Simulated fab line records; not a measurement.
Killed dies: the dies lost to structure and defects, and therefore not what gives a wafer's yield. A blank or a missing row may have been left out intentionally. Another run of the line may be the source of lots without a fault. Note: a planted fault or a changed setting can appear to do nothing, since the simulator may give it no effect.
A lot that was struck, set against a sound lot | flow sky130 | 17 out of 708 route steps
Sound: these wafers, L332.1, L332.2, L332.5. Wafers L346.2, L346.3, L346.4 were the ones struck. Last of all comes the cause.
Order at every step that has rows: each side's tool, ch and its chambers, its first start. Under that, the readings that differ: sound wafers | struck wafers | difference of the means | sigmas: that difference in standard deviations of wafers without a fault.
alike: readings whose means differ by less than 2 such deviations, and words and numbers that are the same on both sides. not compared: withheld readings, readings that some wafer has no value for, bounds like >300 that may hide the same value, and numbers for which the record gives no deviation and whose values overlap.
A row with sigmas, a row that says differs or no value, or rows on one side alone: a step with any of these is where the two part. Numbers that have no deviation but don't overlap get no sigmas and don't part them. A reading missing from all wafers of one side parts the sides only when that side holds two or more wafers.

SKY_VT_ADJUST_HVTP_OVL_MEAS_08:
  sound: overlay-02 at day 6 12:56; struck: overlay-02 at day 10 07:23
  alike: VT_ADJUST_HVTP_OVL
next, for these wafers, 1 step has no rows: SKY_VT_ADJUST_HVTP_IMPLANT_09.
SKY_VT_ADJUST_HVTP_STRIP_10: strips in O2/N2.
  sound on plasma_asher-01 ch 0,1, day 6 13:07; struck on plasma_asher-04 ch 0,1, day 10 07:34
  alike: drypump_motor_current_A, oes_product_au, strip_time_to_endpoint_s
  not compared: rf_hours_counter_h
SKY_VT_ADJUST_HVTP_TW_MEAS_11:
  sound: film_metro-01 at day 6 13:13; struck: film_metro-01 at day 10 07:41
  alike: VT_ADJUST_HVTP_TW
then, 7 steps without rows for these wafers: SKY_VT_ADJUST_LVTN_DEHYDRATE_00 (time 60 s); SKY_VT_ADJUST_LVTN_HMDS_01 (prime time 60 s); SKY_VT_ADJUST_LVTN_COAT_02 (resist thk 3000 nm); SKY_VT_ADJUST_LVTN_SOFTBAKE_03; SKY_VT_ADJUST_LVTN_EXPOSE_04 (exposes mask NWM COMPLEMENT LESS NATIVE, target cd 840 nm); SKY_VT_ADJUST_LVTN_PEB_05; SKY_VT_ADJUST_LVTN_DEVELOP_06 (develop time 60 s).
SKY_VT_ADJUST_LVTN_OVL_MEAS_07:
  sound: overlay-01 at day 7 08:31; struck: overlay-01 at day 11 05:58
  alike: VT_ADJUST_LVTN_OVL
SKY_VT_ADJUST_LVTN_IMPLANT_08:
  sound on implanter-03 ch 0, day 7 08:33; struck on implanter-03 ch 0, day 11 06:01
  reading            | sound                            | struck                           | difference  | sigmas
  dose_ions_cm2      | 1.5676e+12 1.5671e+12 1.5704e+12 | 1.4384e+12 1.4353e+12 1.4401e+12 | -1.3043e+11 | -82
  faraday_current_uA | 8.64 8.97 9.15                   | 7.99 8.15 8.15                   | -0.82       | -5
SKY_VT_ADJUST_LVTN_STRIP_09: strips in O2/N2.
  sound on plasma_asher-02 ch 0,1, day 7 08:42; struck on plasma_asher-02 ch 0,1, day 11 06:08
  alike: drypump_motor_current_A, oes_product_au, strip_time_to_endpoint_s
  not compared: rf_hours_counter_h
SKY_VT_ADJUST_LVTN_TW_MEAS_10:
  sound: film_metro-01 at day 7 08:48; struck: film_metro-01 at day 11 06:15
  reading           | sound             | struck            | difference | sigmas
  VT_ADJUST_LVTN_TW | 240.0 238.4 240.3 | 232.1 231.3 233.1 | -7.4       | -3
then, 1 step without rows for these wafers: SKY_VT_ADJUST_LVTN_DEHYDRATE_11 (time 60 s).
-- here the record skips 38 days between the struck wafers' starts before and after, leaving off in module VT_ADJUST_LVTN and picking up in module PAD_OPEN (first step shown: number 708 of the route) --
SKY_PAD_OPEN_PROBE_99:
  sound: prober-02 at day 46 04:29; struck: prober-02 at day 49 12:20
  alike: killed_at_M0_to_M3, killed_at_M4_up, killed_at_contacts, killed_at_front_end, killed_at_other, killed_dies, killed_open, killed_short

== WHERE THEY PART ==
At SKY_VT_ADJUST_LVTN_IMPLANT_08 first; at SKY_VT_ADJUST_LVTN_TW_MEAS_10 last (within this record only). Later steps at which nothing parts them and some readings are alike: SKY_PAD_OPEN_PROBE_99.

WHY: what the simulator had put in
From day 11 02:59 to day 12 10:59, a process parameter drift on implanter-03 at SKY_VT_ADJUST_LVTN_IMPLANT_08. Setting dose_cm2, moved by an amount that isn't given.
